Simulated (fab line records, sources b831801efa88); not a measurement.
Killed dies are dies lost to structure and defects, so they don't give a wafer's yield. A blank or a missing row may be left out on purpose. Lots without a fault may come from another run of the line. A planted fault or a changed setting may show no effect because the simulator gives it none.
fab line records | flow gf180mcu
record lots=6 wafers=18 last_day=34
route steps=602 shown V5@551
lots that met no fault: from a run of the same line without faults
start_h: hours from the record's first day to the start of the lot's first wafer shown | wait_h: hours since the lot's step before | " the same as in the row above | L1.1+2: a row that stands for several wafers | - no value, or no start given | * or withheld: withheld | < > ~ a bound
route shown NAME@n: a module of which the file shows steps, and the number in the route of the first | usual: mean/standard deviation of fault-free wafers | same: alike in all rows | chamber/n: place in a boat | sites: the reading at each site | _std_site: their standard deviation | _edge_site: outer sites' mean less inner sites' | radius_mm: how far each site lies from the wafer's centre | mask NAME#n: copy n | behind: the tool/chamber that last shaped the wafer | hold: why the lot was held/for how many hours/how that ended | device: the transistor (n, p or np) that didn't switch | end of line: the same wafers' tests at the end of the route | a step without rows: its recipe alone | killed: dies lost to structure and defects at the first sort, not the wafer's yield | map: a wafer's dies, x killed, . not, _ none there
set.NAME: the setting as run; set.NAME@STEP: as run at that earlier step | model.NAME: the simulator's own value behind a step, which no gauge read
lots at some steps of the route; a table a step, a row a wafer
services: from which hour (start_h, from the record's first day; less than 0 if before it) a tool's chamber was out of use, for how many hours, and why
## steps
# step GF_V5_EXPOSE_11
# recipe mask_id=Via5 target_cd_nm=260 na=0.68 source_shape=conventional sigma_outer=0.6 dose_mj=38
# step GF_V5_PEB_12
# recipe peb_temp_c=135 peb_time_s=90 resist=KrF
# step GF_V5_DEVELOP_13
# recipe develop_time_s=60 resist=KrF dev_temp_c=21
# step GF_V5_CD_MEAS_14
# recipe target_cd_nm=260
# usual cd_nm=259.9/1.1
# columns lot.wafer tool chamber start_h wait_h cd_nm
L253.1 cd_sem-01 - 700.47 0.1 261.4
L253.4 " - " " 262.4
L253.6 " - " " 261.2
L254.3 cd_sem-01 - 702.05 0.1 262.3
L254.4 " - " " 262.0
L254.6 " - " " 261.6
L257.1 cd_sem-01 - 732.74 0.1 259.1
L257.4 " - " " 259.6
L257.6 " - " " 258.8
L259.2 cd_sem-01 - 744.21 0.1 261.2
L259.4 " - " " 259.7
L259.5 " - " " 260.7
L261.3 cd_sem-01 - 755.36 0.1 260.8
L261.5 " - " " 261.8
L261.6 " - " " 261.7
L267.2 cd_sem-01 - 788.06 0.2 258.4
L267.3 " - " " 258.8
L267.4 " - " " 260.0
# step GF_V5_OVL_MEAS_15
# usual V5_OVL=0/6.9
# columns lot.wafer tool chamber start_h wait_h V5_OVL[nm]
L253.1 overlay-01 - 700.59 0.1 -12
L253.4 " - " " -8
L253.6 " - " " -7
L254.3 overlay-01 - 702.14 0.1 9
L254.4 " - " " -2
L254.6 " - " " -3
L257.1 overlay-01 - 732.86 0.1 -3
L257.4 " - " " 3
L257.6 " - " " -4
L259.2 overlay-01 - 744.31 0.1 7
L259.4 " - " " 7
L259.5 " - " " 13
L261.3 overlay-01 - 755.45 0.1 -5
L261.5 " - " " -8
L261.6 " - " " 1
L267.2 overlay-01 - 788.16 0.1 -7
L267.3 " - " " -6
L267.4 " - " " 3
# step GF_V5_ETCH_16
# recipe chemistry=N2/H2 target_depth_a=withheld overetch_a=withheld time_s=withheld target=BARC ion_energy_ev=200 source_w=500 bias_w=100 pressure_mtorr=30 n2_flow_sccm=100 h2_flow_sccm=200
# usual drypump_motor_current_A=5.6/0.44 oes_product_au=0.854/0.0045 throttle_valve_pct=13.225/0.0099
# columns lot.wafer tool chamber start_h wait_h drypump_motor_current_A oes_product_au throttle_valve_pct
L253.1 rie_diel-04 0 700.62 0.0 5.6 0.852 13.219
L253.4 " 2 " " 6.1 0.856 13.222
L253.6 " 1 " " 5.9 0.852 13.205
L254.3 rie_diel-04 2 702.17 0.0 6.1 0.850 13.212
L254.4 " 3 " " 5.2 0.841 13.251
L254.6 " 1 " " 6.0 0.857 13.233
L257.1 rie_diel-04 0 732.89 0.0 5.6 0.851 13.219
L257.4 " 1 " " 5.9 0.851 13.211
L257.6 " 2 " " 6.1 0.857 13.211
L259.2 rie_diel-02 3 744.34 0.0 5.4 0.856 13.206
L259.4 " 2 " " 4.8 0.858 13.236
L259.5 " 2 " " 4.8 0.840 13.224
L261.3 rie_diel-04 0 755.47 0.0 5.6 0.854 13.227
L261.5 " 3 " " 5.1 0.852 13.247
L261.6 " 0 " " 5.6 0.847 13.235
L267.2 rie_diel-01 1 788.19 0.0 6.2 0.856 13.229
L267.3 " 3 " " 5.7 0.857 13.231
L267.4 " 3 " " 5.7 0.852 13.248
# step GF_V5_ETCH_17
# recipe chemistry=C4F8/O2/Ar mask_material=KrF target=SiO2 stop_on=TiN source_w=1500 bias_w=1200 pressure_mtorr=40 c4f8_flow_sccm=withheld O2_flow_sccm=6 Ar_flow_sccm=300 time_s=withheld target_depth_a=8550
# usual oes_product_au=0.860/0.0045
# columns lot.wafer tool chamber start_h wait_h oes_product_au
L253.1 rie_diel-04 0 - - 0.864
L253.4 " 2 " " 0.859
L253.6 " 1 " " 0.862
L254.3 rie_diel-04 2 - - 0.861
L254.4 " 3 " " 0.859
L254.6 " 1 " " 0.855
L257.1 rie_diel-04 0 - - 0.860
L257.4 " 1 " " 0.864
L257.6 " 2 " " 0.858
L259.2 rie_diel-02 3 - - 0.853
L259.4 " 2 " " 0.858
L259.5 " 2 " " 0.854
L261.3 rie_diel-04 0 - - 0.855
L261.5 " 3 " " 0.854
L261.6 " 0 " " 0.858
L267.2 rie_diel-01 1 - - 0.860
L267.3 " 3 " " 0.863
L267.4 " 3 " " 0.859
# step GF_V5_STRIP_18
# recipe chemistry=O2/N2 power_w=1400 pressure_mtorr=1500 platen_temp_c=250 o2_flow_sccm=3000 n2_flow_sccm=300 overash_fraction=0.5
# usual drypump_motor_current_A=5.49/0.28 heater_power_w=335/17 oes_product_au=0.569/0.0045
# columns lot.wafer tool chamber start_h wait_h drypump_motor_current_A heater_power_w oes_product_au rf_hours_counter_h
L253.1 plasma_asher-04 0 700.78 - 5.39 309 0.564 92
L253.4 " 0 " " 5.39 316 0.572 -
L253.6 " 0 " " 5.41 312 0.572 -
L254.3 plasma_asher-04 1 702.35 - 5.43 337 0.571 -
L254.4 " 0 " " 5.41 311 0.559 -
L254.6 " 1 " " 5.44 337 0.570 -
L257.1 plasma_asher-04 0 733.05 - 5.39 315 0.563 95
L257.4 " 0 " " 5.37 321 0.570 -
L257.6 " 0 " " 5.37 327 0.564 -
L259.2 plasma_asher-02 0 744.50 - 5.92 345 0.575 0
L259.4 " 1 " " 5.06 328 0.571 -
L259.5 " 0 " " 5.92 344 0.571 -
L261.3 plasma_asher-02 0 755.66 - 5.93 357 0.570 -
L261.5 " 0 " " 5.97 355 0.568 -
L261.6 " 1 " " 5.08 329 0.573 -
L267.2 plasma_asher-04 0 788.35 - 5.41 310 0.566 102
L267.3 " 0 " " 5.41 316 0.569 -
L267.4 " 1 " " 5.45 336 0.566 -
# step GF_V5_STRIP_19
# recipe chemistry=post_etch_residue_remover time_s=1200 temp_c=72.5
# step GF_V5_CLEAN_20
# recipe chemistry=DIW dry=n2_spin
# step GF_V5_SPUTTER_21
# recipe material=Ti target_thk_nm=15 chamber_pressure_pa=5 power_w=2500 substrate_temp_c=200 time_s=80.02
# usual chamber_pressure_pa=5.000/0.01 throttle_valve_pct=29.7/1.2
# same time_s=80.02
# columns lot.wafer tool chamber start_h wait_h chamber_pressure_pa throttle_valve_pct
L253.1 pvd_sputter-04 - 701.31 0.0 5.031 28.1
L253.4 " - " " 5.011 28.6
L253.6 " - " " 5.001 29.2
L254.3 pvd_sputter-01 - 702.85 0.0 5.011 29.4
L254.4 " - " " 5.007 31.3
L254.6 " - " " 5.010 31.4
L257.1 pvd_sputter-03 - 733.62 0.0 4.995 29.6
L257.4 " - " " 5.009 30.8
L257.6 " - " " 5.011 28.5
L259.2 pvd_sputter-03 - 745.03 0.0 4.996 28.3
L259.4 " - " " 4.990 28.4
L259.5 " - " " 5.002 28.8
L261.3 pvd_sputter-04 - 756.17 0.0 5.002 31.4
L261.5 " - " " 4.995 28.3
L261.6 " - " " 5.005 31.1
L267.2 pvd_sputter-01 - 788.92 0.0 4.998 31.8
L267.3 " - " " 4.996 29.5
L267.4 " - " " 5.001 29.5
# step GF_V5_SPUTTER_22
# recipe material=TiN target_thk_nm=10 chamber_pressure_pa=5 power_w=4000 time_s=40
# usual chamber_pressure_pa=5.002/0.0093 throttle_valve_pct=29.7/1.2
# same time_s=40
# columns lot.wafer tool chamber start_h wait_h chamber_pressure_pa throttle_valve_pct
L253.1 pvd_sputter-04 - 701.37 0.0 4.988 27.9
L253.4 " - " " 5.001 28.9
L253.6 " - " " 5.007 29.3
L254.3 pvd_sputter-01 - 702.91 0.0 5.004 29.7
L254.4 " - " " 5.002 31.2
L254.6 " - " " 5.004 31.2
L257.1 pvd_sputter-03 - 733.68 0.0 4.994 29.9
L257.4 " - " " 4.990 30.6
L257.6 " - " " 5.001 28.4
L259.2 pvd_sputter-03 - 745.09 0.0 4.993 28.4
L259.4 " - " " 5.012 28.7
L259.5 " - " " 4.999 28.3
L261.3 pvd_sputter-04 - 756.23 0.0 5.003 31.2
L261.5 " - " " 4.983 28.3
L261.6 " - " " 5.004 31.3
L267.2 pvd_sputter-01 - 788.98 0.0 4.986 32.1
L267.3 " - " " 5.001 29.2
L267.4 " - " " 5.010 29.7
# step GF_V5_CVD_23
# recipe material=W target_thk_nm=350 time_s=104.9 temp_c=400 pressure_torr=40
# usual chamber_pressure_Torr=40.00/0.09 heater_power_outer_w=465/34 heater_power_w=758/56 time_s=104.9/0
# columns lot.wafer tool chamber start_h wait_h chamber_pressure_Torr heater_power_outer_w heater_power_w time_s
L253.1 cvd_w-02 0 701.41 0.0 - - - -
L253.4 " 1 " " - - - -
L253.6 " 0 " " - - - -
L254.3 cvd_w-01 1 702.99 0.1 - - - -
L254.4 " 0 " " - - - -
L254.6 " 1 " " - - - -
L257.1 cvd_w-01 1 733.72 0.0 40.00 541 853 104.9
L257.4 " 1 " " 40.02 521 854 104.9
L257.6 " 0 " " 40.11 463 776 104.9
L259.2 cvd_w-02 0 745.13 0.0 40.04 441 709 104.9
L259.4 " 1 " " 39.92 449 744 104.9
L259.5 " 0 " " 39.96 441 707 104.9
L261.3 cvd_w-02 0 756.31 0.1 39.95 430 710 104.9
L261.5 " 0 " " 39.97 437 695 104.9
L261.6 " 1 " " 39.96 451 738 104.9
L267.2 cvd_w-02 1 789.02 0.0 40.17 443 725 104.9
L267.3 " 0 " " 39.97 440 703 104.9
L267.4 " 1 " " 40.07 444 732 104.9
# step GF_V5_RS_MEAS_24
# recipe thk_meas_gauge=four-point-probe reads=W_of_V5_CVD_23+TiN_of_V5_SPUTTER_22+Ti_of_V5_SPUTTER_21
# usual V5_W_RS=0.326/0.0038
# columns lot.wafer tool chamber start_h wait_h V5_W_RS[ohm/sq]
L253.1 film_metro-04 - 701.52 0.1 43.124
L253.4 " - " " 43.970
L253.6 " - " " 43.455
L254.3 film_metro-01 - 703.10 0.1 43.600
L254.4 " - " " 43.648
L254.6 " - " " 43.698
L257.1 film_metro-01 - 733.83 0.1 0.325
L257.4 " - " " 0.324
L257.6 " - " " 0.324
L259.2 film_metro-03 - 745.26 0.1 0.330
L259.4 " - " " 0.330
L259.5 " - " " 0.332
L261.3 film_metro-03 - 756.42 0.1 0.333
L261.5 " - " " 0.326
L261.6 " - " " 0.324
L267.2 film_metro-03 - 789.15 0.1 0.322
L267.3 " - " " 0.325
L267.4 " - " " 0.319
# step GF_V5_THK_MEAS_25
# recipe thk_meas_gauge=xrf reads=W_of_V5_CVD_23
# usual V5_W_THK=366/4.7
# columns lot.wafer tool chamber start_h wait_h V5_W_THK[nm]
L253.1 film_metro-04 - 701.64 0.1 <0
L253.4 " - " " -
L253.6 " - " " <0
L254.3 film_metro-01 - 703.20 0.1 -
L254.4 " - " " -
L254.6 " - " " <0
L257.1 film_metro-01 - 733.95 0.1 371
L257.4 " - " " 370
L257.6 " - " " 371
L259.2 film_metro-03 - 745.37 0.1 363
L259.4 " - " " 364
L259.5 " - " " 362
L261.3 film_metro-03 - 756.52 0.1 359
L261.5 " - " " 367
L261.6 " - " " 369
L267.2 film_metro-03 - 789.26 0.1 376
L267.3 " - " " 372
L267.4 " - " " 379
# step GF_V5_CMP_26
# recipe stop_on=SiO2 down_force_psi=3.5 platen_rpm=60 t_overpolish_s=15 target_thk_nm=0 pad_velocity_m_s=0.94248
# usual motor_current_A=10.6/0.66 time_to_endpoint_s=85/3.5
# columns lot.wafer tool chamber start_h wait_h motor_current_A time_to_endpoint_s
L253.4 cmp-01 3 702.32 0.6 11.7 0
L253.1 " 0 " " 10.0 2
L253.6 " 3 " " 11.2 0
L254.4 cmp-01 0 703.57 0.3 10.4 0
L254.3 " 1 " " 11.1 1
L254.6 " 0 " " 10.5 1
L257.1 cmp-01 3 734.06 0.1 11.8 85
L257.4 " 1 " " 11.3 87
L257.6 " 2 " " 11.0 84
L259.2 cmp-01 0 746.45 1.1 10.2 83
L259.4 " 1 " " 11.0 85
L259.5 " 0 " " 10.2 83
L261.3 cmp-01 0 756.71 0.2 10.4 82
L261.6 " 1 " " 10.4 88
L261.5 " 2 " " 11.1 85
L267.2 cmp-02 1 789.31 0.0 9.8 85
L267.3 " 2 " " 10.9 89
L267.4 " 0 " " 10.3 83
## services
# columns tool chamber start_h hours kind
cmp-01 - 678.06 1.3 repair
rie_diel-04 - 679.71 2.8 pm
pvd_sputter-01 - 685.69 6.2 repair
cvd_w-02 1 688.52 7.2 repair
rie_diel-02 3 689.46 3.9 repair
rie_diel-01 3 691.14 12.2 repair
cmp-01 - 705.99 4.1 repair
pvd_sputter-01 2 714.72 - consumable_replace:kit
pvd_sputter-01 2 714.72 18.0 scheduled_down
pvd_sputter-01 2 714.72 18.0 vent_cycle
rie_diel-02 0 722.38 3.3 repair
rie_diel-04 - 725.08 0.6 repair
rie_diel-01 3 725.31 7.8 repair
plasma_asher-02 - 733.75 9.0 pm
rie_diel-01 - 738.98 2.8 pm
cmp-02 - 744.04 4.0 pm
cmp-01 - 744.47 1.0 repair
rie_diel-01 - 746.12 1.9 repair
cmp-01 - 748.27 1.1 repair
cmp-01 - 765.61 10.3 pm
cvd_w-02 1 783.59 3.6 repair
rie_diel-01 2 785.49 5.8 repair
pvd_sputter-01 - 785.85 1.8 repair
pvd_sputter-04 - 788.20 1.9 repair
## key
first_sign step=GF_V5_CVD_23 reading=tool_record direction=missing
effect step=GF_V5_RS_MEAS_24 reading=V5_W_RS direction=up sigmas=99+ usual=0.326 struck=43.583
effect step=GF_V5_THK_MEAS_25 reading=V5_W_THK direction=missing
effect step=GF_V5_CMP_26 reading=time_to_endpoint_s direction=down sigmas=24 usual=* struck=*
met_at GF_V5_CVD_23
struck_wafers L253.1,L253.4,L253.6,L254.3,L254.4,L254.6
later_rows_left_out L253.1,L253.4,L253.6,L254.3,L254.4,L254.6
sort_left_out L253.1,L253.4,L253.6,L254.3,L254.4,L254.6
fault kind=skipped_step_whole tool=cvd_w-01,cvd_w-02 chamber=- onset_h=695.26 steps=GF_V5_CVD_23 scope=struck_lots_only
# sort_left_out: the simulated sort isn't trusted on such a fault, so these wafers' sort isn't shown, and their yield isn't known
# later_rows_left_out: the simulator's readings of these wafers behind a module that went badly wrong aren't trusted and aren't shown, but for the sort
